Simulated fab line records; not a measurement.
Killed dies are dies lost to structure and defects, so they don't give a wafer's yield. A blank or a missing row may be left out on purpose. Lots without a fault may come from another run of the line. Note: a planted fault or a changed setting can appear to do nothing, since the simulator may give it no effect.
Struck lot and sound lot, side by side || flow sfq_line || 42 out of 325 route steps
Sound: wafers L634.1, L634.2, L634.4. Struck: wafer L627.6. (L627.2 of the same lot was not struck and is left out.) The cause comes at the end.
Each step with rows lists, per side, the tool, then ch with its chambers, then its first start. Under that, the readings that differ: sound wafers || struck wafers || difference of the means || sigmas: that difference in standard deviations of wafers without a fault.
alike: readings with means less than 2 such deviations apart, plus words and numbers identical on both sides. not compared: withheld readings, readings lacking a value on some wafer, bounds such as >300 that could conceal the same value, and numbers that have no deviation in the record and whose values overlap.
Wherever a step has rows on one side only, a row that says differs or no value, or a row with sigmas, the two part there. Non-overlapping numbers with no deviation appear without sigmas and do not part them. Lack of a reading on every wafer of one side parts them only where that side has two or more wafers.

first, 6 steps without rows for these wafers: SFQ_TRILAYER_M0_LITHO_COAT_026 (resist thk 62 nm); SFQ_TRILAYER_M0_LITHO_COAT_021 (resist thk 600 nm); SFQ_TRILAYER_M0_LITHO_SOFTBAKE_025; SFQ_TRILAYER_M0_LITHO_EXPOSE_022 (exposes mask M0, target cd 500 nm); SFQ_TRILAYER_M0_LITHO_PEB_024 (peb time 60 s); SFQ_TRILAYER_M0_LITHO_DEVELOP_023 (time 60 s).
SFQ_M0_OVL_MEAS_906:
  sound on overlay-02 at day 20 00:19; struck on overlay-01 at day 17 08:36
  alike: M0_OVL
SFQ_TRILAYER_M0_BARC_OPEN_METAL_ETCH_031: etches BARC in O2, target depth 125 nm, time 41.7 s.
  sound on rie_metal-03 ch 0,1, day 20 00:21; struck on rie_metal-03 ch 1, day 17 08:38
  alike: bias_w, chamber_pressure_mTorr, drypump_motor_current_A, oes_product_au
  not compared: rf_hours_counter_h
SFQ_TRILAYER_M0_ETCH_METAL_ETCH_024: etches Nb in Cl2/Ar, stops on SiO2, target depth 240 nm, time 120 s.
  sound on rie_metal-03 ch 0,1, day 20 00:25; struck on rie_metal-03 ch 1, day 17 08:41
{"reading": "bias_w (W)", "sound": "80.30 80.18 79.99", "struck": 79.61, "difference": -0.55, "sigmas": -2}
  alike: chamber_pressure_mTorr, drypump_motor_current_A, oes_product_au
  not compared: rf_hours_counter_h
then, 3 steps without rows for these wafers: SFQ_TRILAYER_M0_STRIP_STRIP_025 (strips in O2); SFQ_TRILAYER_M0_STRIP_SOLV_CLEAN_026 (cleans in NMP, time 600 s); SFQ_TRILAYER_I0_DEP_PECVD_027 (deposits SiO2 from SiH4/N2O, time 111.11 s, target thk 500 nm).
SFQ_TRILAYER_I0_CMP_CMP_028: polishes SiO2.
  sound on cmp-02 ch 0,2,3, day 20 02:59; struck on cmp-01 ch 1, day 17 12:10
{"reading": "time_to_endpoint_s (s)", "sound": "214 217 197", "struck": 287, "difference": "+78", "sigmas": "+10"}
{"reading": "model.SiO2_of_TRILAYER_I0_DEP_PECVD_027.thk_nm (nm)", "sound": "198.4 198.5 198.3", "struck": 306.3, "difference": "+107.9", "sigmas": ""}
  alike: motor_current_A
SFQ_I0_BOW_MEAS_907:
  sound on film_metro-04 at day 20 05:59; struck on film_metro-02 at day 17 12:41
  alike: I0_BOW
SFQ_TRILAYER_I0_METRO_MEASURE_029:
  sound on film_metro-04 at day 20 06:07; struck on film_metro-02 at day 17 12:59
{"reading": "thk_nm (nm)", "sound": "198.3 198.5 198.3", "struck": 306.5, "difference": "+108.1", "sigmas": "+83"}
then, 6 steps without rows for these wafers: SFQ_TRILAYER_I0_VIA_LITHO_COAT_036 (resist thk 62 nm); SFQ_TRILAYER_I0_VIA_LITHO_COAT_031 (resist thk 650 nm); SFQ_TRILAYER_I0_VIA_LITHO_SOFTBAKE_035; SFQ_TRILAYER_I0_VIA_LITHO_EXPOSE_032 (exposes mask I0, target cd 500 nm); SFQ_TRILAYER_I0_VIA_LITHO_PEB_034 (peb time 60 s); SFQ_TRILAYER_I0_VIA_LITHO_DEVELOP_033 (time 60 s).
-- the record jumps here: 7 days lie between the struck wafers' starts before and after --
SFQ_I0_OVL_MEAS_908:
  sound on overlay-02 at day 26 20:43; struck on overlay-02 at day 24 08:01
  alike: I0_OVL
then, 1 step without rows for these wafers: SFQ_TRILAYER_I0_VIA_BARC_OPEN_VIA_ETCH_046 (etches BARC in O2, target depth 125 nm, time 41.7 s).
SFQ_TRILAYER_I0_VIA_ETCH_VIA_ETCH_034: etches SiO2 in CHF3, stops on Nb, target depth 260 nm.
  sound on rie_diel-04 ch 0,1,2, day 26 20:47; struck on rie_diel-01 ch 1, day 24 08:05
{"reading": "oes_product_au (a.u.)", "sound": "0.855 0.849 0.844", "struck": 0.992, "difference": "+0.143", "sigmas": "+26"}
{"reading": "model.I0.feature_depth_nm (nm)", "sound": "198.4 198.5 198.3", "struck": 255, "difference": "+57", "sigmas": ""}
{"reading": "model.etch.depth_nm (nm)", "sound": "198.4 198.5 198.3", "struck": 255, "difference": "+57", "sigmas": ""}
  alike: bias_w, chamber_pressure_mTorr, drypump_motor_current_A
SFQ_TRILAYER_I0_VIA_STRIP_STRIP_035: strips in O2.
  sound on rie_metal-03 ch 1, day 26 20:54; struck on rie_metal-01 ch 0, day 24 08:25
{"reading": "drypump_motor_current_A (A)", "sound": "5.80 5.78 5.76", "struck": 5.34, "difference": -0.44, "sigmas": -2}
  alike: chamber_pressure_mTorr, oes_product_au
  not compared: rf_hours_counter_h
then, 1 step without rows for these wafers: SFQ_TRILAYER_I0_VIA_STRIP_SOLV_CLEAN_036 (cleans in NMP, time 600 s).
SFQ_TRILAYER_M1_DEP_PRE_CLEAN_038: time 22.5 s.
  sound on pvd_sputter-03 at day 26 22:16; struck on pvd_sputter-04 at day 24 09:35
{"reading": "model.SiO2_of_TRILAYER_I0_DEP_PECVD_027.thk_nm (nm)", "sound": "190.9 191 190.8", "struck": 298.8, "difference": "+107.9", "sigmas": ""}
SFQ_TRILAYER_M1_DEP_SPUTTER_037: material Nb, target thk 200 nm, time 133.3 s.
  sound on pvd_sputter-03 at day 26 22:18; struck on pvd_sputter-04 at day 24 09:37
  alike: throttle_valve_pct
SFQ_M1_RS_MEAS_909: the measuring method here is four-point-probe.
  sound on film_metro-04 at day 26 22:23; struck on film_metro-04 at day 24 09:43
  alike: M1_NB_RS
then, 6 steps without rows for these wafers: SFQ_TRILAYER_M1_LITHO_COAT_044 (resist thk 62 nm); SFQ_TRILAYER_M1_LITHO_COAT_039 (resist thk 600 nm); SFQ_TRILAYER_M1_LITHO_SOFTBAKE_043; SFQ_TRILAYER_M1_LITHO_EXPOSE_040 (exposes mask M1, target cd 500 nm); SFQ_TRILAYER_M1_LITHO_PEB_042 (peb time 60 s); SFQ_TRILAYER_M1_LITHO_DEVELOP_041 (time 60 s).
-- the record jumps here: 7 days lie between the struck wafers' starts before and after --
SFQ_M1_OVL_MEAS_911:
  sound on overlay-02 at day 33 13:27; struck on overlay-02 at day 30 22:35
  alike: M1_OVL
SFQ_TRILAYER_M1_BARC_OPEN_METAL_ETCH_054: etches BARC in O2, target depth 125 nm, time 41.7 s.
  sound on rie_metal-03 ch 0,1, day 33 13:29; struck on rie_metal-03 ch 0, day 30 22:37
  alike: bias_w, chamber_pressure_mTorr, drypump_motor_current_A, oes_product_au
  not compared: rf_hours_counter_h
then, 4 steps without rows for these wafers: SFQ_TRILAYER_M1_ETCH_METAL_ETCH_042 (etches Nb in Cl2/Ar, stops on SiO2, target depth 240 nm, time 120 s); SFQ_TRILAYER_M1_STRIP_STRIP_043 (strips in O2); SFQ_TRILAYER_M1_STRIP_SOLV_CLEAN_044 (cleans in NMP, time 600 s); SFQ_TRILAYER_I1_DEP_PECVD_045 (deposits SiO2 from SiH4/N2O, time 111.11 s, target thk 500 nm).
-- the record jumps here: 60 days lie between the struck wafers' starts before and after --
SFQ_M8_BOW_MEAS_951:
  sound on film_metro-01 at day 95 01:38; struck on film_metro-04 at day 91 07:28
  alike: M8_BOW
  not compared: model.etest.i0.link_ohm

## WHERE THEY PART
Earliest at SFQ_TRILAYER_M0_ETCH_METAL_ETCH_024; latest, in this record, at SFQ_TRILAYER_I0_VIA_STRIP_STRIP_035. Later steps at which nothing parts them and some readings are alike: SFQ_TRILAYER_M1_DEP_SPUTTER_037, SFQ_M1_RS_MEAS_909, SFQ_M1_OVL_MEAS_911, SFQ_TRILAYER_M1_BARC_OPEN_METAL_ETCH_054, SFQ_M8_BOW_MEAS_951.

WHY: whatever the simulator had introduced
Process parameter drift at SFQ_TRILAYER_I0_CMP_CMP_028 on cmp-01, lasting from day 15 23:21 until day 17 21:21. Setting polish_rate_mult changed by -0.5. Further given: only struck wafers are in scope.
